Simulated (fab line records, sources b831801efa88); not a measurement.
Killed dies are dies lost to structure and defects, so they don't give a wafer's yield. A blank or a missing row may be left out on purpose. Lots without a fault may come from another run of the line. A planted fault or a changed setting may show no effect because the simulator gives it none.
fab line records | flow sfq_line
record lots=6 wafers=18 last_day=100
route steps=325 shown C5@250 M6@251
lots that met no fault: from a run of the same line without faults
start_h: hours from the record's first day to the start of the lot's first wafer shown | wait_h: hours since the lot's step before | " the same as in the row above | L1.1+2: a row that stands for several wafers | - no value, or no start given | * or withheld: withheld | < > ~ a bound
route shown NAME@n: a module of which the file shows steps, and the number in the route of the first | usual: mean/standard deviation of fault-free wafers | same: alike in all rows | chamber/n: place in a boat | sites: the reading at each site | _std_site: their standard deviation | _edge_site: outer sites' mean less inner sites' | radius_mm: how far each site lies from the wafer's centre | mask NAME#n: copy n | behind: the tool/chamber that last shaped the wafer | hold: why the lot was held/for how many hours/how that ended | device: the transistor (n, p or np) that didn't switch | end of line: the same wafers' tests at the end of the route | a step without rows: its recipe alone | killed: dies lost to structure and defects at the first sort, not the wafer's yield | map: a wafer's dies, x killed, . not, _ none there
set.NAME: the setting as run; set.NAME@STEP: as run at that earlier step | model.NAME: the simulator's own value behind a step, which no gauge read
lots at some steps of the route; a table a step, a row a wafer
services: from which hour (start_h, from the record's first day; less than 0 if before it) a tool's chamber was out of use, for how many hours, and why
## steps
# step SFQ_TRILAYER_C5_STRIP_SOLV_CLEAN_156
# recipe chemistry=NMP temp_c=70 time_s=600
# step SFQ_TRILAYER_M6_DEP_PRE_CLEAN_158
# recipe gas=Ar time_s=22.5 bias_v=250
# step SFQ_TRILAYER_M6_DEP_SPUTTER_157
# recipe material=Nb base_pressure_pa=1.33e-06 chamber_pressure_pa=0.1333 substrate_temp_c=20 target_thk_nm=200 power_w=2000 time_s=133.3
# usual throttle_valve_pct=30.1/1.2
# columns lot.wafer tool chamber start_h wait_h throttle_valve_pct
L225.1 pvd_sputter-06 - 1708.55 0.0 32.4
L225.3 " - " " 30.4
L225.5 " - " " 29.3
L230.1 pvd_sputter-04 - 1833.63 0.0 28.8
L230.2 " - " " 28.4
L230.5 " - " " 28.7
L232.1 pvd_sputter-05 - 1892.45 0.0 31.0
L232.2 " - " " 29.3
L232.5 " - " " 31.1
L238.2 pvd_sputter-06 - 1932.90 0.0 29.3
L238.3 " - " " 29.7
L238.5 " - " " 29.1
L240.1 pvd_sputter-04 - 1936.50 0.0 28.9
L240.2 " - " " 30.1
L240.5 " - " " 30.4
L243.2 pvd_sputter-06 - 1964.78 0.0 32.8
L243.3 " - " " 29.5
L243.6 " - " " 32.5
# step SFQ_M6_RS_MEAS_938
# recipe thk_meas_gauge=four-point-probe reads=Nb_of_TRILAYER_M6_DEP_SPUTTER_157
# usual M6_NB_RS=0.889/0.0086
# columns lot.wafer tool chamber start_h wait_h M6_NB_RS[ohm/sq]
L225.1 film_metro-01 - 1708.64 0.0 0.887
L225.3 " - " " 0.893
L225.5 " - " " 0.886
L230.1 film_metro-01 - 1833.72 0.0 0.883
L230.2 " - " " 0.897
L230.5 " - " " 0.888
L232.1 film_metro-02 - 1892.54 0.0 0.874
L232.2 " - " " 0.879
L232.5 " - " " 0.871
L238.2 film_metro-01 - 1933.01 0.1 0.890
L238.3 " - " " 0.904
L238.5 " - " " 0.890
L240.1 film_metro-03 - 1936.59 0.0 0.895
L240.2 " - " " 0.898
L240.5 " - " " 0.896
L243.2 film_metro-03 - 1964.89 0.1 0.882
L243.3 " - " " 0.892
L243.6 " - " " 0.882
# step SFQ_TRILAYER_M6_LITHO_COAT_164
# recipe resist=BARC spin_rpm=3000 resist_thk_nm=62
# step SFQ_TRILAYER_M6_LITHO_COAT_159
# recipe resist=KrF spin_rpm=3000 resist_thk_nm=600
# step SFQ_TRILAYER_M6_LITHO_SOFTBAKE_163
# recipe temp_c=withheld time_s=withheld resist=KrF
# step SFQ_TRILAYER_M6_LITHO_EXPOSE_160
# recipe mask_id=M6 na=0.6 source_shape=conventional sigma_outer=0.65 target_cd_nm=500 dose_mj=14.4
# step SFQ_TRILAYER_M6_LITHO_PEB_162
# recipe peb_temp_c=115 peb_time_s=60 resist=KrF
# step SFQ_TRILAYER_M6_LITHO_DEVELOP_161
# recipe time_s=60 resist=KrF
# step SFQ_M6_OVL_MEAS_940
# usual M6_OVL=1/6
# columns lot.wafer tool chamber start_h wait_h M6_OVL[nm]
L225.1 overlay-01 - 1829.07 0.1 8
L225.3 " - " " 10
L225.5 " - " " 1
L230.1 overlay-01 - 1938.57 0.1 -2
L230.2 " - " " 1
L230.5 " - " " 4
L232.1 overlay-02 - 2007.32 0.1 -7
L232.2 " - " " -16
L232.5 " - " " -13
L238.2 overlay-01 - 2049.12 0.1 4
L238.3 " - " " 4
L238.5 " - " " 2
L240.1 overlay-01 - 2051.51 0.1 1
L240.2 " - " " 2
L240.5 " - " " 2
L243.2 overlay-01 - 2074.52 0.1 -9
L243.3 " - " " -4
L243.6 " - " " -2
# step SFQ_TRILAYER_M6_BARC_OPEN_METAL_ETCH_206
# recipe mask_material=PR chemistry=O2 target_depth_nm=125 target=BARC icp_w=600 bias_w=80 pressure_mtorr=10 time_s=41.7
# usual bias_w=80.03/0.23 drypump_motor_current_A=6.0/0.42 oes_product_au=0.684/0.0044 rf_fwd_power_W=593.0/2.8
# columns lot.wafer tool chamber start_h wait_h bias_w drypump_motor_current_A oes_product_au rf_fwd_power_W rf_hours_counter_h model.KrF_of_TRILAYER_M6_LITHO_COAT_159.thk_nm
L225.1 rie_metal-02 1 1829.11 0.0 79.87 6.3 0.688 591.6 37 522.4
L225.3 " 1 " " 79.96 6.3 0.684 594.3 - 523.5
L225.5 " 1 " " 80.17 6.3 0.687 591.1 - 522.8
L230.1 rie_metal-02 1 1938.61 0.0 79.93 6.3 0.682 591.1 52 524.6
L230.2 " 0 " " 79.90 5.6 0.683 588.2 17 525.1
L230.5 " 0 " " 80.05 5.6 0.690 589.0 - 525.3
L232.1 rie_metal-01 1 2007.36 0.0 79.52 5.5 0.688 591.7 63 522.8
L232.2 " 0 " " 79.87 5.8 0.693 591.1 101 521.1
L232.5 " 1 " " 79.89 5.5 0.693 592.5 - 523.2
L238.2 rie_metal-02 0 2049.15 0.0 79.84 5.6 0.685 829.8 33 503.3
L238.3 " 0 " " 80.27 5.6 0.689 831.5 - 504.1
L238.5 " 1 " " 79.90 6.4 0.684 835.4 - 504.4
L240.1 rie_metal-02 0 2051.55 0.0 80.11 5.6 0.685 827.1 33 502.6
L240.2 " 1 " " 79.88 6.4 0.685 831.7 69 503.4
L240.5 " 0 " " 80.43 5.6 0.687 832.5 - 504
L243.2 rie_metal-04 0 2074.55 0.0 80.16 6.7 0.685 596.7 55 524.1
L243.3 " 0 " " 80.08 6.7 0.685 596.7 - 522.5
L243.6 " 1 " " 79.89 6.1 0.688 593.2 - 522.4
# step SFQ_TRILAYER_M6_ETCH_METAL_ETCH_162
# recipe target=Nb stop_on=SiO2 mask_material=PR chemistry=Cl2/Ar target_depth_nm=240 icp_w=600 bias_w=80 pressure_mtorr=10 time_s=120
# usual bias_w=79.98/0.22 drypump_motor_current_A=6.0/0.42 oes_product_au=0.894/0.0064 rf_fwd_power_W=596.8/2.1
# columns lot.wafer tool chamber start_h wait_h bias_w drypump_motor_current_A oes_product_au rf_fwd_power_W rf_hours_counter_h model.KrF_of_TRILAYER_M6_LITHO_COAT_159.thk_nm
L225.1 rie_metal-02 1 1829.17 0.0 79.96 6.3 0.892 598.5 38 382.2
L225.3 " 1 " " 79.87 6.3 0.887 600.5 - 383.6
L225.5 " 1 " " 79.88 6.3 0.895 597.6 - 382.8
L230.1 rie_metal-02 1 1938.67 0.0 80.27 6.3 0.898 594.0 52 381.2
L230.2 " 0 " " 80.12 5.6 0.888 596.7 17 384.2
L230.5 " 0 " " 79.92 5.6 0.899 593.9 - 384.2
L232.1 rie_metal-01 1 2007.42 0.0 79.98 5.5 0.901 597.0 63 381.8
L232.2 " 0 " " 80.45 5.9 0.894 600.6 101 378.5
L232.5 " 1 " " 79.88 5.5 0.901 597.4 - 382
L238.2 rie_metal-02 0 2049.21 0.0 79.91 5.6 0.888 590.8 33 362.8
L238.3 " 0 " " 79.87 5.6 0.877 591.8 - 363.7
L238.5 " 1 " " 79.73 6.4 0.892 593.1 - 362.6
L240.1 rie_metal-02 0 2051.61 0.0 80.08 5.6 0.891 593.6 33 362.4
L240.2 " 1 " " 79.63 6.4 0.892 597.9 69 362.6
L240.5 " 0 " " 79.94 5.6 0.889 594.8 - 363.5
L243.2 rie_metal-04 0 2074.61 0.0 79.79 6.7 0.892 597.5 55 383.4
L243.3 " 0 " " 80.24 6.7 0.894 594.7 - 382.9
L243.6 " 1 " " 79.63 6.1 0.894 602.7 - 379.9
# step SFQ_TRILAYER_M6_STRIP_STRIP_163
# recipe gas=O2 power_w=200 platen_temp_c=40 overash_fraction=0.65 chemistry=O2 pressure_mtorr=50
# usual drypump_motor_current_A=6.0/0.42 oes_product_au=1.003/0.0094
# columns lot.wafer tool chamber start_h wait_h drypump_motor_current_A oes_product_au rf_hours_counter_h
L225.1 rie_metal-02 1 1829.29 0.1 6.4 1.002 38
L225.3 " 1 " " 6.3 1.011 -
L225.5 " 1 " " 6.4 1.011 -
L230.1 rie_metal-02 1 1938.79 0.1 6.3 1.012 53
L230.2 " 0 " " 5.6 0.991 17
L230.5 " 0 " " 5.6 0.996 -
L232.1 rie_metal-01 1 2007.54 0.1 5.5 0.994 63
L232.2 " 0 " " 5.8 1.007 101
L232.5 " 1 " " 5.5 0.997 -
L238.2 rie_metal-02 0 2049.33 0.1 5.6 0.998 33
L238.3 " 0 " " 5.6 0.999 -
L238.5 " 1 " " 6.4 0.998 -
L240.1 rie_metal-02 0 2051.73 0.1 5.6 0.992 33
L240.2 " 1 " " 6.3 1.000 69
L240.5 " 0 " " 5.6 1.006 -
L243.2 rie_metal-04 0 2074.73 0.1 6.7 1.000 55
L243.3 " 0 " " 6.7 1.000 -
L243.6 " 1 " " 6.1 1.003 -
## services
# columns tool chamber start_h hours kind
rie_metal-02 - 1688.57 1.2 repair
pvd_sputter-04 - 1715.24 1.3 repair
pvd_sputter-05 - 1744.63 3.0 repair
pvd_sputter-06 - 1754.34 3.4 repair
pvd_sputter-06 - 1781.43 14.8 repair
pvd_sputter-06 3 1796.26 - consumable_replace:kit
pvd_sputter-06 3 1796.26 18.0 scheduled_down
rie_metal-02 0 1799.88 - clean
rie_metal-02 0 1799.88 - consumable_replace:focus_ring
rie_metal-02 0 1799.88 15.9 scheduled_down
rie_metal-02 0 1799.88 15.9 vent_cycle
pvd_sputter-04 - 1884.99 2.7 repair
rie_metal-01 - 1944.05 28.1 pm
pvd_sputter-06 - 1957.23 0.8 repair
rie_metal-01 0 1972.41 4.1 repair
pvd_sputter-04 - 1988.54 44.7 repair
pvd_sputter-06 - 1991.78 3.5 repair
rie_metal-04 - 2010.63 1.4 repair
pvd_sputter-05 - 2011.07 10.4 repair
pvd_sputter-04 - 2011.41 1.0 repair
pvd_sputter-04 - 2015.87 3.0 repair
rie_metal-01 1 2019.14 4.3 repair
rie_metal-02 - 2020.10 0.9 repair
rie_metal-01 0 2039.91 6.3 repair
## key
first_sign step=SFQ_TRILAYER_M6_BARC_OPEN_METAL_ETCH_206 reading=rf_fwd_power_W direction=up sigmas=86 usual=593.0 struck=831.3
effect none on later readings
model_effect step=SFQ_TRILAYER_M6_BARC_OPEN_METAL_ETCH_206 value=KrF_of_TRILAYER_M6_LITHO_COAT_159.thk_nm without=521.7 struck=503.6
model_effect step=SFQ_TRILAYER_M6_ETCH_METAL_ETCH_162 value=KrF_of_TRILAYER_M6_LITHO_COAT_159.thk_nm without=381 struck=362.9
met_at SFQ_TRILAYER_M6_BARC_OPEN_METAL_ETCH_206
struck_wafers L238.2,L238.3,L238.5,L240.1,L240.2,L240.5
onset_between 1938.61 2049.15
fault kind=process_parameter_drift tool=rie_metal-02 chamber=- onset_h=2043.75 steps=SFQ_TRILAYER_M6_BARC_OPEN_METAL_ETCH_206 channel=icp_w offset=240 shape=step end_h=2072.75 acts_in=these_recipes_only stated=600
